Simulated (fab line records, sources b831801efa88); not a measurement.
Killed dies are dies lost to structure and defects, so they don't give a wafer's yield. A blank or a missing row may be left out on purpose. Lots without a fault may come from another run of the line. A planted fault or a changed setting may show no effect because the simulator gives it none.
Chamber matching | flow gf180mcu | GF_V3_CMP_26 on cmp-01: 4 sister chambers
The step polishes, stops on SiO2, t overpolish 15 s, target thk 0 nm. 8 wafers are shown with their chamber, then 9 later ones without.

WAFERS WITH THEIR CHAMBER
wafer  | chamber | motor_current_A (A) | time_to_endpoint_s (s)
L366.2 | 3       | 10.6                | 85
L371.1 | 1       | 11.6                | 84
L371.2 | 2       | 12.0                | 84
L372.2 | 0       | 10.2                | 93
L372.4 | 1       | 11.5                | 87
L372.6 | 0       | 9.8                 | 87
L373.1 | 2       | 12.0                | 92
L373.2 | 3       | 11.3                | 89

WAFERS WITHOUT THEIR CHAMBER
wafer  | motor_current_A (A) | time_to_endpoint_s (s)
L373.4 | 9.0                 | 89
L374.2 | 11.9                | 89
L374.3 | 9.6                 | 94
L374.6 | 9.9                 | 91
L377.1 | 11.6                | 86
L377.3 | 12.2                | 87
L382.1 | 11.8                | 80
L382.3 | 11.0                | 85
L382.6 | 11.8                | 83

WHICH CHAMBER EACH WENT THROUGH
wafer  | from the rows above          | in truth
L373.4 | 0                            | 0
L374.2 | can't be placed: 2 or 1      | 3
L374.3 | 0                            | 0
L374.6 | 0                            | 0
L377.1 | can't be placed: 1 or 2      | 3
L377.3 | can't be placed: 2 or 1      | 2
L382.1 | can't be placed: 1 or 2 or 3 | 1
L382.3 | can't be placed: 3 or 1      | 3
L382.6 | can't be placed: 1 or 2      | 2
Placed correctly: 3 of 9. Can't be placed from these rows: 6 (the true chamber is among the candidates in 4). Placed wrongly: 0.
How it was worked out, from the rows above alone: a wafer's distance from a chamber is the root of the sum, over the readings, of the square of ((its reading less the chamber's mean) divided by the reading's scatter). The wafer belongs to the nearest chamber; if the next one is less than 2 further off, it can't be placed. A chamber's mean is the mean of its shown wafers. The scatter: the root of (the sum of the squares of (reading less its chamber's mean) over the shown wafers, divided by (wafers less chambers)).
